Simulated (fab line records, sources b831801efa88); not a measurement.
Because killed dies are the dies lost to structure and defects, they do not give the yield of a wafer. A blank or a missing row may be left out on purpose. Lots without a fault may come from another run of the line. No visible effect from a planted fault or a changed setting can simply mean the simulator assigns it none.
Which tool is to blame? -- flow sky130 -- 12 lots, 36 wafers sampled, at 4 steps of a route of 708

## WHAT THE GAUGES READ, wafer by wafer
SKY_SONOS_ONO_OVL_MEAS_14.
lot,measured,on,SONOS_ONO_OVL (nm)
L076,day 13 10:52,overlay-02,1.6 2.1 1.0
L078,day 13 17:52,overlay-02,0.8 1.4 1.6
L079,day 14 15:52,overlay-01,-0.5 -0.2 -0.5
L081,day 14 22:28,overlay-01,-2.7 -2.9 -1.8
L083,day 15 15:10,overlay-02,-0.9 -0.6 -1.2
L085,day 16 11:23,overlay-01,0.2 -1.7 -0.2
L087,day 16 19:07,overlay-02,-0.1 1.4 1.8
L090,day 18 19:16,overlay-01,-1.7 -2.4 -0.6
L091,day 19 01:07,overlay-02,-0.9 2.5 -0.1
L092,day 19 10:46,overlay-01,-1.8 -2.2 -3.2
L096,day 20 05:01,overlay-02,2.6 0.7 1.8
L097,day 20 23:55,overlay-01,-0.4 -1.4 -0.6

## TOOL THAT RAN EACH LOT (tool first, then ch and the chambers of the sampled wafers, then the start)
lot,SKY_PWDE_STRIP_09,SKY_NWELL_STRIP_14,SKY_VT_ADJUST_NCORE_STRIP_10
L076,"plasmaAsher-02 ch 0,1, day 4 12:53","plasmaAsher-01 ch 0,1, day 5 07:35","plasmaAsher-01 ch 1, day 9 09:00"
L078,"plasmaAsher-02 ch 0,1, day 4 19:14","plasmaAsher-04 ch 0,1, day 5 13:53","plasmaAsher-01 ch 0,1, day 9 16:27"
L079,"plasmaAsher-02 ch 0,1, day 4 23:35","plasmaAsher-01 ch 0,1, day 5 18:26","plasmaAsher-02 ch 0,1, day 10 00:17"
L081,"plasmaAsher-03 ch 0,1, day 5 12:20","plasmaAsher-03 ch 0,1, day 6 06:29","plasmaAsher-03 ch 0,1, day 10 12:29"
L083,"plasmaAsher-01 ch 0,1, day 5 23:40","plasmaAsher-03 ch 0,1, day 6 17:40","plasmaAsher-02 ch 0,1, day 11 05:35"
L085,"plasmaAsher-02 ch 0,1, day 6 11:25","plasmaAsher-01 ch 0,1, day 7 07:25","plasmaAsher-01 ch 0,1, day 11 20:05"
L087,"plasmaAsher-02 ch 1, day 6 17:37","plasmaAsher-01 ch 0,1, day 7 14:14","plasmaAsher-02 ch 0,1, day 12 05:27"
L090,"plasmaAsher-03 ch 0, day 8 03:40","plasmaAsher-03 ch 0,1, day 9 00:31","plasmaAsher-03 ch 0,1, day 13 22:29"
L091,"plasmaAsher-02 ch 0,1, day 8 04:25","plasmaAsher-01 ch 0,1, day 9 01:34","plasmaAsher-02 ch 0,1, day 14 00:41"
L092,"plasmaAsher-02 ch 1, day 8 11:13","plasmaAsher-03 ch 1, day 9 09:02","plasmaAsher-01 ch 0,1, day 14 09:56"
L096,"plasmaAsher-01 ch 0, day 9 00:37","plasmaAsher-03 ch 0,1, day 9 22:59","plasmaAsher-01 ch 1, day 15 03:14"
L097,"plasmaAsher-02 ch 0,1, day 9 12:40","plasmaAsher-01 ch 0,1, day 10 12:02","plasmaAsher-01 ch 0,1, day 15 18:08"
- SKY_PWDE_STRIP_09: strips in O2/N2.
- SKY_NWELL_STRIP_14: strips in O2/N2.
- SKY_VT_ADJUST_NCORE_STRIP_10: strips in O2/N2.

## THE ANSWER, worked out from the rows above alone
Rule: what is usual is taken from the lots themselves. The widest of any qualifying gaps counts: lots, ordered by their means at a reading, are off when they make up no more than a third of the lots, leave a main group of 4 or more, and stand apart from it by 3 or more times the standard deviation of that group's means. A main group whose means are all the same, to the digits that the tables above print for the reading, isn't used. Also off: a lot with no number at a reading for which 4 or more lots have one. Where the step has rows for the other lots, those lots are counted as sound.
Across all readings shown, no lot is off: no conclusion can be drawn from this.

## WHAT THE SIMULATOR HAD INSERTED
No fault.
